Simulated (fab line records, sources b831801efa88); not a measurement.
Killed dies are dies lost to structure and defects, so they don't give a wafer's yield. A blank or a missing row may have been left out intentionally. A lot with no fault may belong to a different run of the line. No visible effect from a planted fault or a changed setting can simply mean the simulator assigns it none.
fab line records ; flow gf180mcu
record: lots: 24; wafers: 72; last-day: 34
route steps=602 shown V3@455 M4@471 V4@494 V5@545
lots that met no fault: taken from a fault-free run of the same line
start-h: start of the lot's first displayed wafer, in hours after the record's first day ; wait-h: hours since the lot's step before ; " same as the row above ; L1.1+2: one row covering several wafers at once ; - either no value or no given start ; * or withheld: withheld ; < > ~ a bound
route shown NAME@n: names a module that has steps shown in the file, with the first one's number in the route ; usual: mean/standard deviation of fault-free wafers ; same: alike in all rows ; chamber/n: place in a boat ; sites: each site's reading ; _std_site: standard deviation of those values ; _edge_site: the outer-site mean with the inner-site mean subtracted ; radius-mm: how far each site lies from the wafer's centre ; mask NAME#n: copy n ; behind: the last tool/chamber to shape the wafer ; hold: what put the lot on hold/how long, in hours/how the hold closed ; device: the n, p or np transistor that did not switch ; end of line: the route-end tests of the same wafers ; a step given without rows: its recipe and nothing more ; killed: the dies lost at the first sort to structure and to defects; this is not the yield of the wafer ; map: per-die view of a wafer (x killed, . not killed, _ where there is no die)
set.NAME: the setting as run; set.NAME@STEP: as run at that earlier step ; model.NAME: the simulator's own value behind a step, which no gauge read
a sample of lots followed through the steps of the route, with each step as a table and each wafer as a row
services: a tool's chamber out of use, with start hour (start-h, from the record's first day; less than 0 if before it), hours out, and reason
== steps ==
step: GF_V3_CMP_26
recipe: stop-on: SiO2; down-force-psi: 3.5; platen-rpm: 60; t-overpolish-s: 15; target-thk-nm: 0; pad-velocity-m-s: 0.94248
usual: motor-current-A: 11.1/1.1; overpolish-run-s: 15.000/0.0087; time-to-endpoint-s: 83/5
lot.wafer;tool;chamber;start-h;wait-h;motor-current-A;overpolish-run-s;time-to-endpoint-s
L074.3;cmp-02;2;524.50;0.0;10.6;15.012;89
L074.1;cmp-02;1;524.50;0.0;13.3;15.008;90
L074.5;cmp-02;2;524.50;0.0;11.0;15.003;93
L075.2;cmp-02;1;531.54;0.0;13.5;15.000;87
L075.4;cmp-02;3;531.54;0.0;10.1;15.001;86
L075.1;cmp-02;0;531.54;0.0;12.6;15.001;79
L076.3;cmp-02;3;537.70;0.0;10.3;14.989;83
L076.5;cmp-02;3;537.70;0.0;10.2;14.993;81
L076.6;cmp-02;0;537.70;0.0;11.8;15.010;83
L077.1;cmp-02;2;545.93;0.1;10.8;14.998;93
L077.6;cmp-02;2;545.93;0.1;10.6;15.020;93
L077.5;cmp-02;3;545.93;0.1;9.5;15.011;83
L078.2;cmp-02;1;548.49;0.1;13.0;14.990;88
L078.6;cmp-02;3;548.49;0.1;10.1;15.024;84
L078.5;cmp-02;0;548.49;0.1;12.6;15.000;83
L080.3;cmp-02;3;564.45;0.0;10.2;14.998;85
L080.4;cmp-02;0;564.45;0.0;12.2;14.988;84
L080.5;cmp-02;3;564.45;0.0;9.9;15.007;85
L079.3;cmp-02;1;565.22;0.0;13.5;15.000;90
L079.1;cmp-02;2;565.22;0.0;10.8;15.005;89
L079.4;cmp-02;3;565.22;0.0;10.8;14.995;82
L081.1;cmp-01;1;576.54;0.4;11.0;14.984;77
L081.2;cmp-01;0;576.54;0.4;11.5;15.009;83
L081.6;cmp-01;1;576.54;0.4;10.5;14.988;77
L082.3;cmp-01;0;582.99;0.0;10.7;14.995;84
L082.2;cmp-01;1;582.99;0.0;10.8;14.997;75
L082.1;cmp-01;3;582.99;0.0;11.1;15.007;85
L083.3;cmp-01;2;587.31;0.1;10.5;15.012;83
L083.4;cmp-01;3;587.31;0.1;10.6;15.007;88
L083.6;cmp-01;2;587.31;0.1;10.3;14.990;84
L084.2;cmp-02;0;598.26;0.1;12.1;15.003;87
L084.1;cmp-02;2;598.26;0.1;10.9;14.996;90
L084.5;cmp-02;0;598.26;0.1;11.9;14.983;84
L085.2;cmp-02;0;603.96;0.0;11.9;15.002;84
L085.4;cmp-02;2;603.96;0.0;11.1;14.994;89
L085.3;cmp-02;3;603.96;0.0;9.9;15.014;79
L086.3;cmp-01;0;613.55;0.1;9.9;15.008;83
L086.2;cmp-01;1;613.55;0.1;10.8;15.004;75
L086.5;cmp-01;0;613.55;0.1;11.0;15.008;86
L087.2;cmp-01;1;625.50;0.1;10.2;14.990;75
L087.6;cmp-01;0;625.50;0.1;11.0;15.005;80
L087.5;cmp-01;1;625.50;0.1;10.0;14.997;73
L088.2;cmp-01;0;629.36;0.1;10.7;15.013;83
L088.3;cmp-01;2;629.36;0.1;10.3;14.994;77
L088.5;cmp-01;3;629.36;0.1;10.4;15.001;82
L089.4;cmp-02;0;637.16;0.4;12.1;14.997;83
L089.6;cmp-02;0;637.16;0.4;12.2;14.989;81
L089.5;cmp-02;1;637.16;0.4;13.3;14.988;93
L090.2;cmp-02;3;642.18;0.0;9.6;15.007;83
L090.3;cmp-02;0;642.18;0.0;11.9;15.009;75
L090.1;cmp-02;2;642.18;0.0;10.8;15.001;89
L091.2;cmp-02;2;648.76;0.1;10.2;14.994;87
L091.1;cmp-02;3;648.76;0.1;9.9;15.005;81
L091.6;cmp-02;1;648.76;0.1;13.1;15.017;89
L092.3;cmp-01;3;656.98;0.0;10.9;14.995;79
L092.4;cmp-01;2;656.98;0.0;10.5;15.001;74
L092.6;cmp-01;0;656.98;0.0;11.0;14.994;79
L093.4;cmp-01;0;665.10;0.1;10.9;15.008;84
L093.3;cmp-01;1;665.10;0.1;10.4;14.992;74
L093.5;cmp-01;3;665.10;0.1;10.8;14.997;76
L094.2;cmp-02;3;673.35;0.1;9.9;14.994;79
L094.3;cmp-02;0;673.35;0.1;12.1;15.006;80
L094.5;cmp-02;2;673.35;0.1;10.8;14.987;91
L095.1;cmp-01;2;677.44;0.1;10.5;14.996;80
L095.3;cmp-01;3;677.44;0.1;10.3;14.988;85
L095.6;cmp-01;2;677.44;0.1;10.0;15.011;83
L096.2;cmp-01;3;685.41;0.0;10.3;14.997;81
L096.3;cmp-01;1;685.41;0.0;11.0;14.995;78
L096.5;cmp-01;0;685.41;0.0;10.9;14.979;85
L097.3;cmp-02;0;687.50;0.1;12.6;14.997;79
L097.2;cmp-02;2;687.50;0.1;10.3;14.982;91
L097.5;cmp-02;0;687.50;0.1;12.5;14.995;85
step: GF_M4_OVL_MEAS_15
usual: M4_OVL: 2/6
lot.wafer;tool;chamber;start-h;wait-h;M4_OVL[nm]
L074.1;overlay-02;-;547.80;0.1;-4
L074.3;overlay-02;-;547.80;0.1;1
L074.5;overlay-02;-;547.80;0.1;-9
L075.1;overlay-02;-;554.27;0.1;7
L075.2;overlay-02;-;554.27;0.1;2
L075.4;overlay-02;-;554.27;0.1;5
L076.3;overlay-02;-;561.18;0.1;10
L076.5;overlay-02;-;561.18;0.1;4
L076.6;overlay-02;-;561.18;0.1;-4
L077.1;overlay-02;-;568.60;0.1;1
L077.5;overlay-02;-;568.60;0.1;4
L077.6;overlay-02;-;568.60;0.1;-6
L078.2;overlay-02;-;570.86;0.1;-10
L078.5;overlay-02;-;570.86;0.1;-5
L078.6;overlay-02;-;570.86;0.1;-5
L080.3;overlay-01;-;585.60;0.1;0
L080.4;overlay-01;-;585.60;0.1;8
L080.5;overlay-01;-;585.60;0.1;-7
L079.1;overlay-02;-;586.61;0.1;0
L079.3;overlay-02;-;586.61;0.1;6
L079.4;overlay-02;-;586.61;0.1;-7
L081.1;overlay-01;-;599.11;0.1;0
L081.2;overlay-01;-;599.11;0.1;-1
L081.6;overlay-01;-;599.11;0.1;-3
L082.1;overlay-01;-;604.79;0.1;-12
L082.2;overlay-01;-;604.79;0.1;8
L082.3;overlay-01;-;604.79;0.1;-7
L083.3;overlay-02;-;608.15;0.1;11
L083.4;overlay-02;-;608.15;0.1;1
L083.6;overlay-02;-;608.15;0.1;1
L084.1;overlay-01;-;619.40;0.1;-1
L084.2;overlay-01;-;619.40;0.1;7
L084.5;overlay-01;-;619.40;0.1;5
L085.2;overlay-02;-;624.76;0.1;-5
L085.3;overlay-02;-;624.76;0.1;2
L085.4;overlay-02;-;624.76;0.1;3
L086.2;overlay-01;-;634.40;0.1;0
L086.3;overlay-01;-;634.40;0.1;11
L086.5;overlay-01;-;634.40;0.1;11
L087.2;overlay-02;-;645.65;0.1;10
L087.5;overlay-02;-;645.65;0.1;2
L087.6;overlay-02;-;645.65;0.1;10
L088.2;overlay-01;-;649.98;0.1;6
L088.3;overlay-01;-;649.98;0.1;-1
L088.5;overlay-01;-;649.98;0.1;0
L089.4;overlay-02;-;657.77;0.1;-5
L089.5;overlay-02;-;657.77;0.1;14
L089.6;overlay-02;-;657.77;0.1;-1
L090.1;overlay-02;-;662.70;0.1;-9
L090.2;overlay-02;-;662.70;0.1;-7
L090.3;overlay-02;-;662.70;0.1;-7
L091.1;overlay-01;-;668.30;0.1;-5
L091.2;overlay-01;-;668.30;0.1;6
L091.6;overlay-01;-;668.30;0.1;7
L092.3;overlay-02;-;676.68;0.1;13
L092.4;overlay-02;-;676.68;0.1;12
L092.6;overlay-02;-;676.68;0.1;2
L093.3;overlay-01;-;684.60;0.1;14
L093.4;overlay-01;-;684.60;0.1;-2
L093.5;overlay-01;-;684.60;0.1;11
L094.2;overlay-02;-;693.34;0.1;9
L094.3;overlay-02;-;693.34;0.1;3
L094.5;overlay-02;-;693.34;0.1;-6
L095.1;overlay-01;-;697.14;0.1;-2
L095.3;overlay-01;-;697.14;0.1;2
L095.6;overlay-01;-;697.14;0.1;2
L096.2;overlay-01;-;705.18;0.1;2
L096.3;overlay-01;-;705.18;0.1;-4
L096.5;overlay-01;-;705.18;0.1;-9
L097.2;overlay-02;-;706.82;0.1;-5
L097.3;overlay-02;-;706.82;0.1;9
L097.5;overlay-02;-;706.82;0.1;5
step: GF_V4_STRIP_18
recipe: chemistry: O2/N2; power-w: 1400; pressure-mtorr: 1500; platen-temp-c: 250; o2-flow-sccm: 3000; n2-flow-sccm: 300; overash-fraction: 0.5
usual: drypump-motor-current-A: 5.8/0.3; heater-power-w: 344/37; oes-product-au: 0.592/0.0046
lot.wafer;tool;chamber;start-h;wait-h;drypump-motor-current-A;heater-power-w;oes-product-au;rf-hours-counter-h
L074.1;plasma-asher-01;1;572.02;-;5.6;325;0.593;48
L074.3;plasma-asher-01;1;572.02;-;5.6;323;0.597;-
L074.5;plasma-asher-01;0;572.02;-;6.4;369;0.596;-
L075.1;plasma-asher-02;0;577.72;-;5.8;393;0.593;12
L075.2;plasma-asher-02;1;577.72;-;5.7;332;0.582;12
L075.4;plasma-asher-02;0;577.72;-;5.8;400;0.583;-
L076.3;plasma-asher-01;1;584.49;-;5.6;323;0.592;-
L076.5;plasma-asher-01;0;584.49;-;6.4;381;0.585;-
L076.6;plasma-asher-01;1;584.49;-;5.6;324;0.585;-
L077.1;plasma-asher-03;1;591.73;-;5.7;285;0.579;95
L077.5;plasma-asher-03;1;591.73;-;5.6;284;0.590;-
L077.6;plasma-asher-03;0;591.73;-;5.5;318;0.586;-
L078.2;plasma-asher-03;0;593.67;-;5.6;325;0.598;95
L078.5;plasma-asher-03;1;593.67;-;5.7;290;0.602;-
L078.6;plasma-asher-03;0;593.67;-;5.5;317;0.603;-
L080.3;plasma-asher-02;1;608.21;-;5.8;326;0.596;-
L080.4;plasma-asher-02;0;608.21;-;5.8;412;0.586;-
L080.5;plasma-asher-02;0;608.21;-;5.9;392;0.594;-
L079.1;plasma-asher-02;0;608.87;-;5.9;403;0.592;15
L079.3;plasma-asher-02;1;608.87;-;5.8;330;0.591;-
L079.4;plasma-asher-02;0;608.87;-;5.9;402;0.597;-
L081.1;plasma-asher-01;0;621.61;-;6.4;376;0.588;53
L081.2;plasma-asher-01;1;621.61;-;5.6;324;0.594;53
L081.6;plasma-asher-01;1;621.61;-;5.6;326;0.592;-
L082.1;plasma-asher-02;1;626.38;-;5.7;320;0.595;16
L082.2;plasma-asher-02;0;626.38;-;5.8;401;0.589;16
L082.3;plasma-asher-02;1;626.38;-;5.8;326;0.587;-
L083.3;plasma-asher-01;1;630.29;-;5.6;327;0.594;-
L083.4;plasma-asher-01;0;630.29;-;6.4;372;0.592;-
L083.6;plasma-asher-01;1;630.29;-;5.6;330;0.594;-
L084.1;plasma-asher-02;1;641.13;-;5.8;335;0.589;18
L084.2;plasma-asher-02;0;641.13;-;5.8;389;0.598;18
L084.5;plasma-asher-02;1;641.13;-;5.8;331;0.588;-
L085.2;plasma-asher-03;0;645.97;-;5.6;330;0.592;100
L085.3;plasma-asher-03;1;645.97;-;5.7;282;0.592;-
L085.4;plasma-asher-03;0;645.97;-;5.6;328;0.585;-
L086.2;plasma-asher-01;1;655.38;-;5.6;328;0.591;57
L086.3;plasma-asher-01;0;655.38;-;6.4;380;0.588;-
L086.5;plasma-asher-01;0;655.38;-;6.4;382;0.594;-
L087.2;plasma-asher-02;1;666.33;-;5.7;326;0.593;20
L087.5;plasma-asher-02;1;666.33;-;5.8;328;0.591;-
L087.6;plasma-asher-02;0;666.33;-;5.9;405;0.597;-
L088.2;plasma-asher-01;0;671.12;-;6.4;380;0.589;59
L088.3;plasma-asher-01;1;671.12;-;5.6;323;0.590;-
L088.5;plasma-asher-01;1;671.12;-;5.6;328;0.583;-
L089.4;plasma-asher-03;0;679.01;-;5.6;312;0.591;-
L089.5;plasma-asher-03;0;679.01;-;5.5;320;0.595;-
L089.6;plasma-asher-03;1;679.01;-;5.6;283;0.586;-
L090.1;plasma-asher-02;1;683.33;-;5.7;336;0.589;22
L090.2;plasma-asher-02;0;683.33;-;5.8;399;0.584;22
L090.3;plasma-asher-02;0;683.33;-;5.8;392;0.588;-
L091.1;plasma-asher-01;1;689.95;-;5.5;322;0.590;61
L091.2;plasma-asher-01;0;689.95;-;6.4;376;0.593;61
L091.6;plasma-asher-01;0;689.95;-;6.4;373;0.587;-
L092.3;plasma-asher-01;0;697.40;-;6.4;368;0.591;-
L092.4;plasma-asher-01;1;697.40;-;5.6;323;0.588;-
L092.6;plasma-asher-01;1;697.40;-;5.6;325;0.592;-
L093.3;plasma-asher-01;0;705.31;-;6.4;374;0.594;-
L093.4;plasma-asher-01;1;705.31;-;5.5;324;0.594;-
L093.5;plasma-asher-01;0;705.31;-;6.4;367;0.584;-
L094.2;plasma-asher-02;1;713.23;-;5.8;331;0.588;23
L094.3;plasma-asher-02;0;713.23;-;5.8;392;0.588;-
L094.5;plasma-asher-02;0;713.23;-;5.8;395;0.596;-
L095.1;plasma-asher-02;0;716.48;-;5.8;405;0.593;23
L095.3;plasma-asher-02;0;716.48;-;5.8;400;0.595;-
L095.6;plasma-asher-02;0;716.48;-;5.8;403;0.596;-
L096.2;plasma-asher-03;0;724.63;-;5.5;311;0.585;110
L096.3;plasma-asher-03;1;724.63;-;5.7;281;0.597;-
L096.5;plasma-asher-03;1;724.63;-;5.7;290;0.589;-
L097.2;plasma-asher-03;0;727.02;-;5.6;322;0.592;110
L097.3;plasma-asher-03;1;727.02;-;5.7;284;0.590;-
L097.5;plasma-asher-03;0;727.02;-;5.5;326;0.594;-
step: GF_V4_CVD_23
recipe: material: W; target-thk-nm: 350; time-s: 104.9; temp-c: 400; pressure-torr: 40
usual: heater-power-outer-w: 567/49; heater-power-w: 919/76
lot.wafer;tool;chamber;start-h;wait-h;heater-power-outer-w;heater-power-w
L074.1;cvd-w-02;0;572.66;0.0;605;958
L074.3;cvd-w-02;1;572.66;0.0;593;891
L074.5;cvd-w-02;1;572.66;0.0;589;905
L075.1;cvd-w-01;1;578.37;0.0;538;921
L075.2;cvd-w-01;0;578.37;0.0;474;781
L075.4;cvd-w-01;0;578.37;0.0;468;775
L076.3;cvd-w-01;1;585.17;0.1;542;939
L076.5;cvd-w-01;0;585.17;0.1;474;774
L076.6;cvd-w-01;1;585.17;0.1;536;911
L077.1;cvd-w-02;1;592.37;0.0;586;898
L077.5;cvd-w-02;1;592.37;0.0;592;901
L077.6;cvd-w-02;0;592.37;0.0;598;988
L078.2;cvd-w-02;1;594.33;0.0;594;909
L078.5;cvd-w-02;0;594.33;0.0;610;1000
L078.6;cvd-w-02;1;594.33;0.0;586;907
L080.3;cvd-w-02;0;608.88;0.1;616;1008
L080.4;cvd-w-02;1;608.88;0.1;585;891
L080.5;cvd-w-02;1;608.88;0.1;606;897
L079.1;cvd-w-02;1;609.57;0.0;587;927
L079.3;cvd-w-02;1;609.57;0.0;579;911
L079.4;cvd-w-02;0;609.57;0.0;607;997
L081.1;cvd-w-02;0;622.25;0.0;580;977
L081.2;cvd-w-02;1;622.25;0.0;590;915
L081.6;cvd-w-02;0;622.25;0.0;593;1001
L082.1;cvd-w-02;1;627.04;0.0;590;943
L082.2;cvd-w-02;0;627.04;0.0;600;962
L082.3;cvd-w-02;1;627.04;0.0;594;927
L083.3;cvd-w-01;0;630.93;0.1;469;770
L083.4;cvd-w-01;1;630.93;0.1;539;927
L083.6;cvd-w-01;0;630.93;0.1;459;762
L084.1;cvd-w-01;0;641.77;0.0;472;767
L084.2;cvd-w-01;1;641.77;0.0;538;926
L084.5;cvd-w-01;0;641.77;0.0;459;758
L085.2;cvd-w-02;0;646.60;0.0;599;1018
L085.3;cvd-w-02;0;646.60;0.0;605;1023
L085.4;cvd-w-02;1;646.60;0.0;605;938
L086.2;cvd-w-01;1;656.04;0.0;537;927
L086.3;cvd-w-01;0;656.04;0.0;468;768
L086.5;cvd-w-01;0;656.04;0.0;473;780
L087.2;cvd-w-02;0;666.97;0.0;602;981
L087.5;cvd-w-02;1;666.97;0.0;596;925
L087.6;cvd-w-02;0;666.97;0.0;612;1000
L088.2;cvd-w-02;1;671.82;0.0;588;901
L088.3;cvd-w-02;1;671.82;0.0;592;925
L088.5;cvd-w-02;1;671.82;0.0;580;920
L089.4;cvd-w-02;1;679.65;0.1;591;910
L089.5;cvd-w-02;0;679.65;0.1;613;988
L089.6;cvd-w-02;1;679.65;0.1;599;902
L090.1;cvd-w-02;0;684.07;0.0;596;1030
L090.2;cvd-w-02;1;684.07;0.0;601;938
L090.3;cvd-w-02;1;684.07;0.0;586;908
L091.1;cvd-w-01;1;690.62;0.0;543;900
L091.2;cvd-w-01;0;690.62;0.0;468;769
L091.6;cvd-w-01;1;690.62;0.0;544;925
L092.3;cvd-w-02;0;698.06;0.1;607;994
L092.4;cvd-w-02;1;698.06;0.1;595;923
L092.6;cvd-w-02;0;698.06;0.1;612;1005
L093.3;cvd-w-02;0;705.95;0.1;603;1002
L093.4;cvd-w-02;1;705.95;0.1;610;918
L093.5;cvd-w-02;1;705.95;0.1;582;910
L094.2;cvd-w-02;0;713.89;0.0;592;999
L094.3;cvd-w-02;1;713.89;0.0;584;905
L094.5;cvd-w-02;0;713.89;0.0;608;1009
L095.1;cvd-w-01;1;717.12;0.0;530;931
L095.3;cvd-w-01;0;717.12;0.0;471;781
L095.6;cvd-w-01;0;717.12;0.0;468;764
L096.2;cvd-w-02;1;725.30;0.0;610;914
L096.3;cvd-w-02;1;725.30;0.0;601;931
L096.5;cvd-w-02;0;725.30;0.0;599;994
L097.2;cvd-w-01;1;727.69;0.0;549;904
L097.3;cvd-w-01;1;727.69;0.0;551;913
L097.5;cvd-w-01;0;727.69;0.0;469;801
step: GF_V5_BOW_MEAS_05
recipe: mode: bow
usual: V5_BOW: 135/10
lot.wafer;tool;chamber;start-h;wait-h;V5_BOW[um]
L074.1;film-metro-01;-;619.21;0.1;154
L074.3;film-metro-01;-;619.21;0.1;144
L074.5;film-metro-01;-;619.21;0.1;158
L075.1;film-metro-01;-;623.38;0.2;143
L075.2;film-metro-01;-;623.38;0.2;136
L075.4;film-metro-01;-;623.38;0.2;142
L076.3;film-metro-03;-;629.15;0.3;124
L076.5;film-metro-03;-;629.15;0.3;149
L076.6;film-metro-03;-;629.15;0.3;141
L077.1;film-metro-03;-;636.56;0.1;134
L077.5;film-metro-03;-;636.56;0.1;128
L077.6;film-metro-03;-;636.56;0.1;124
L078.2;film-metro-02;-;637.18;0.2;141
L078.5;film-metro-02;-;637.18;0.2;134
L078.6;film-metro-02;-;637.18;0.2;147
L080.3;film-metro-02;-;652.17;0.3;127
L080.4;film-metro-02;-;652.17;0.3;140
L080.5;film-metro-02;-;652.17;0.3;133
L079.1;film-metro-01;-;652.99;0.1;129
L079.3;film-metro-01;-;652.99;0.1;128
L079.4;film-metro-01;-;652.99;0.1;133
L081.1;film-metro-03;-;664.97;0.2;117
L081.2;film-metro-03;-;664.97;0.2;113
L081.6;film-metro-03;-;664.97;0.2;128
L082.1;film-metro-02;-;669.46;0.2;136
L082.2;film-metro-02;-;669.46;0.2;147
L082.3;film-metro-02;-;669.46;0.2;137
L083.3;film-metro-02;-;673.30;0.2;135
L083.4;film-metro-02;-;673.30;0.2;136
L083.6;film-metro-02;-;673.30;0.2;143
L084.1;film-metro-02;-;683.54;0.1;136
L084.2;film-metro-02;-;683.54;0.1;143
L084.5;film-metro-02;-;683.54;0.1;133
L085.2;film-metro-02;-;688.23;0.2;137
L085.3;film-metro-02;-;688.23;0.2;135
L085.4;film-metro-02;-;688.23;0.2;132
L086.2;film-metro-03;-;695.98;0.1;121
L086.3;film-metro-03;-;695.98;0.1;125
L086.5;film-metro-03;-;695.98;0.1;120
L087.2;film-metro-02;-;708.03;0.2;159
L087.5;film-metro-02;-;708.03;0.2;153
L087.6;film-metro-02;-;708.03;0.2;137
L088.2;film-metro-01;-;712.78;0.2;132
L088.3;film-metro-01;-;712.78;0.2;123
L088.5;film-metro-01;-;712.78;0.2;126
L089.4;film-metro-01;-;721.51;0.3;147
L089.5;film-metro-01;-;721.51;0.3;138
L089.6;film-metro-01;-;721.51;0.3;141
L090.1;film-metro-03;-;722.62;0.1;132
L090.2;film-metro-03;-;722.62;0.1;132
L090.3;film-metro-03;-;722.62;0.1;131
L091.1;film-metro-01;-;729.19;0.2;122
L091.2;film-metro-01;-;729.19;0.2;120
L091.6;film-metro-01;-;729.19;0.2;121
L092.3;film-metro-02;-;736.43;0.2;124
L092.4;film-metro-02;-;736.43;0.2;132
L092.6;film-metro-02;-;736.43;0.2;123
L093.3;film-metro-02;-;743.95;0.3;128
L093.4;film-metro-02;-;743.95;0.3;132
L093.5;film-metro-02;-;743.95;0.3;132
L094.2;film-metro-02;-;751.16;0.3;137
L094.3;film-metro-02;-;751.16;0.3;139
L094.5;film-metro-02;-;751.16;0.3;129
L095.1;film-metro-02;-;754.50;0.2;151
L095.3;film-metro-02;-;754.50;0.2;146
L095.6;film-metro-02;-;754.50;0.2;147
L096.2;film-metro-02;-;761.29;0.2;140
L096.3;film-metro-02;-;761.29;0.2;135
L096.5;film-metro-02;-;761.29;0.2;144
L097.2;film-metro-02;-;763.70;0.2;126
L097.3;film-metro-02;-;763.70;0.2;130
L097.5;film-metro-02;-;763.70;0.2;126
step: GF_V5_STRIP_18
recipe: chemistry: O2/N2; power-w: 1400; pressure-mtorr: 1500; platen-temp-c: 250; o2-flow-sccm: 3000; n2-flow-sccm: 300; overash-fraction: 0.5
usual: drypump-motor-current-A: 5.8/0.31; heater-power-w: 336/47; oes-product-au: 0.568/0.005
lot.wafer;tool;chamber;start-h;wait-h;drypump-motor-current-A;heater-power-w;oes-product-au;rf-hours-counter-h
L074.1;plasma-asher-04;1;639.36;-;5.4;300;0.568;87
L074.3;plasma-asher-04;0;639.36;-;6.2;399;0.566;-
L074.5;plasma-asher-04;0;639.36;-;6.2;401;0.567;-
L075.1;plasma-asher-04;0;643.13;-;6.2;399;0.568;88
L075.2;plasma-asher-04;1;643.13;-;5.4;280;0.577;88
L075.4;plasma-asher-04;1;643.13;-;5.5;293;0.561;-
L076.3;plasma-asher-03;1;649.54;-;5.6;286;0.559;-
L076.5;plasma-asher-03;0;649.54;-;5.6;326;0.570;-
L076.6;plasma-asher-03;1;649.54;-;5.6;281;0.572;-
L077.1;plasma-asher-03;0;656.54;-;5.6;317;0.566;102
L077.5;plasma-asher-03;0;656.54;-;5.6;317;0.570;-
L077.6;plasma-asher-03;1;656.54;-;5.6;281;0.566;-
L078.2;plasma-asher-03;0;657.61;-;5.6;332;0.573;102
L078.5;plasma-asher-03;0;657.61;-;5.5;328;0.569;-
L078.6;plasma-asher-03;1;657.61;-;5.6;281;0.568;-
L080.3;plasma-asher-04;0;672.11;-;6.3;399;0.560;-
L080.4;plasma-asher-04;1;672.11;-;5.5;299;0.570;-
L080.5;plasma-asher-04;0;672.11;-;6.2;388;0.561;-
L079.1;plasma-asher-04;1;673.04;-;5.4;288;0.568;91
L079.3;plasma-asher-04;1;673.04;-;5.5;299;0.565;-
L079.4;plasma-asher-04;0;673.04;-;6.2;393;0.559;-
L081.1;plasma-asher-04;0;684.43;-;6.2;406;0.560;92
L081.2;plasma-asher-04;1;684.43;-;5.4;293;0.570;92
L081.6;plasma-asher-04;0;684.43;-;6.2;395;0.561;-
L082.1;plasma-asher-04;0;689.54;-;6.2;388;0.581;93
L082.2;plasma-asher-04;1;689.54;-;5.5;294;0.569;93
L082.3;plasma-asher-04;1;689.54;-;5.5;296;0.568;-
L083.3;plasma-asher-03;1;693.03;-;5.7;288;0.566;-
L083.4;plasma-asher-03;0;693.03;-;5.5;340;0.568;-
L083.6;plasma-asher-03;1;693.03;-;5.7;288;0.575;-
L084.1;plasma-asher-04;1;702.86;-;5.5;301;0.570;94
L084.2;plasma-asher-04;0;702.86;-;6.2;395;0.566;94
L084.5;plasma-asher-04;0;702.86;-;6.2;397;0.564;-
L085.2;plasma-asher-04;0;707.63;-;6.3;389;0.574;95
L085.3;plasma-asher-04;0;707.63;-;6.2;388;0.570;-
L085.4;plasma-asher-04;1;707.63;-;5.5;288;0.562;-
L086.2;plasma-asher-02;0;714.68;-;5.8;397;0.568;23
L086.3;plasma-asher-02;0;714.68;-;5.9;401;0.574;-
L086.5;plasma-asher-02;1;714.68;-;5.8;327;0.562;-
L087.2;plasma-asher-04;1;725.38;-;5.5;296;0.571;96
L087.5;plasma-asher-04;0;725.38;-;6.3;394;0.568;-
L087.6;plasma-asher-04;1;725.38;-;5.5;299;0.568;-
L088.2;plasma-asher-02;1;730.03;-;5.8;334;0.570;25
L088.3;plasma-asher-02;0;730.03;-;5.8;397;0.557;-
L088.5;plasma-asher-02;1;730.03;-;5.8;324;0.566;-
L089.4;plasma-asher-04;1;738.65;-;5.5;298;0.573;-
L089.5;plasma-asher-04;1;738.65;-;5.5;294;0.576;-
L089.6;plasma-asher-04;0;738.65;-;6.2;396;0.574;-
L090.1;plasma-asher-02;1;740.34;-;5.8;329;0.574;26
L090.2;plasma-asher-02;0;740.34;-;5.8;391;0.573;26
L090.3;plasma-asher-02;1;740.34;-;5.8;333;0.569;-
L091.1;plasma-asher-03;0;746.73;-;5.5;309;0.576;0
L091.2;plasma-asher-03;1;746.73;-;5.6;288;0.571;0
L091.6;plasma-asher-03;0;746.73;-;5.5;315;0.566;-
L092.3;plasma-asher-02;0;754.04;-;5.8;396;0.564;-
L092.4;plasma-asher-02;1;754.04;-;5.8;327;0.570;-
L092.6;plasma-asher-02;1;754.04;-;5.7;326;0.565;-
L093.3;plasma-asher-03;1;761.02;-;5.7;297;0.565;-
L093.4;plasma-asher-03;0;761.02;-;5.5;319;0.564;-
L093.5;plasma-asher-03;0;761.02;-;5.5;313;0.562;-
L094.2;plasma-asher-03;0;767.94;-;5.6;321;0.571;3
L094.3;plasma-asher-03;1;767.94;-;5.6;287;0.566;-
L094.5;plasma-asher-03;1;767.94;-;5.6;292;0.571;-
L095.1;plasma-asher-04;1;770.37;-;5.4;288;0.573;100
L095.3;plasma-asher-04;1;770.37;-;5.5;292;0.569;-
L095.6;plasma-asher-04;1;770.37;-;5.5;301;0.579;-
L096.2;plasma-asher-04;0;778.11;-;6.3;409;0.580;101
L096.3;plasma-asher-04;1;778.11;-;5.4;292;0.573;-
L096.5;plasma-asher-04;1;778.11;-;5.5;284;0.566;-
L097.2;plasma-asher-04;0;779.94;-;6.3;402;0.568;101
L097.3;plasma-asher-04;0;779.94;-;6.3;393;0.570;-
L097.5;plasma-asher-04;0;779.94;-;6.2;403;0.580;-
== services ==
tool;chamber;start-h;hours;kind
plasma-asher-04;-;501.34;2.8;pm
cmp-01;-;501.42;0.2;repair
plasma-asher-02;-;510.35;15.6;pm
cvd-w-02;-;513.45;6.9;pm
plasma-asher-03;-;513.91;1.2;repair
plasma-asher-03;-;559.58;9.3;repair
cmp-01;-;562.78;12.6;pm
cmp-02;-;572.12;4.0;pm
plasma-asher-02;-;591.48;2.6;repair
cvd-w-02;-;600.82;0.9;repair
cmp-01;-;602.08;0.4;repair
cmp-02;-;612.42;5.3;pm
cmp-02;-;624.60;1.0;repair
plasma-asher-03;-;624.66;2.8;pm
cmp-01;-;635.02;0.8;repair
plasma-asher-02;-;647.90;0.4;repair
plasma-asher-02;-;659.03;3.5;repair
plasma-asher-02;-;689.49;7.2;repair
plasma-asher-02;-;696.68;14.6;pm
plasma-asher-04;-;703.34;1.6;repair
plasma-asher-04;-;708.68;5.8;repair
cmp-02;-;720.74;0.9;repair
plasma-asher-03;-;733.75;9.0;pm
plasma-asher-04;-;734.36;1.5;repair
== key ==
fault none
